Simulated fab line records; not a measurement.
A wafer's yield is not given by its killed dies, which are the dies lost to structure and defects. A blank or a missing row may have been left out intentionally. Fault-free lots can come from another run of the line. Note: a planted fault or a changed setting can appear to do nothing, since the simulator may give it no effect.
One fault seen from 2 desks | flow sfq line | each desk has only its own numbers; what lay behind them comes last

## FROM THE METROLOGY DESK
Lot by lot, what the gauges showed, no matter which tool ran the lot: averages of those sampled wafers that carry a number. A lot is out of limits, marked OUT, if its mean lies more than 4 standard deviations from the usual mean; the brackets give that distance.
Columns: A = M7_NB_RS at SFQ_M7_RS_MEAS_943, usual 0.886 ohm/sq; B = M7_OVL at SFQ_M7_OVL_MEAS_945, usual -2 nm
lot  | first seen here | A     | B
L249 | day 76 23:04    | 0.890 | -7
L257 | day 79 16:20    | 0.882 | -4
L261 | day 79 21:56    | 0.891 | -2
L265 | day 83 00:36    | 0.886 | 1
L267 | day 83 11:51    | 0.876 | -8
Result from this desk: across the 5 lots, nothing is out of limits.

## AT THE TOOL OWNER'S DESK: rie metal-02
The tool's own readings at SFQ_TRILAYER_M7_ETCH_METAL_ETCH_180 (etches Nb in Cl2/Ar, stops on SiO2, target depth 240 nm, time 120 s): means of the sampled wafers that have a number, for each lot that ran on this tool. A lot is out of limits, marked OUT, if its mean lies more than 4 standard deviations from the usual mean; the brackets give that distance.
Columns: A = drypump motor current A at SFQ_TRILAYER_M7_ETCH_METAL_ETCH_180, usual 6.1 A; B = oes product au at SFQ_TRILAYER_M7_ETCH_METAL_ETCH_180, usual 0.897 a.u.; C = run length s at SFQ_TRILAYER_M7_ETCH_METAL_ETCH_180, usual 148.7 s
lot  | first seen here | A   | B     | C
L249 | day 79 17:41    | 6.7 | 0.897 | 151.3
L257 | day 83 13:28    | 6.5 | 0.888 | 151.0
Result from this desk: across the 2 lots, nothing is out of limits.

## TAKEN TOGETHER
From the metrology desk's view, nothing was out of limits.
Nothing out of limits was seen by the tool owner's desk.

## WHAT WAS PUT IN BY THE SIMULATOR
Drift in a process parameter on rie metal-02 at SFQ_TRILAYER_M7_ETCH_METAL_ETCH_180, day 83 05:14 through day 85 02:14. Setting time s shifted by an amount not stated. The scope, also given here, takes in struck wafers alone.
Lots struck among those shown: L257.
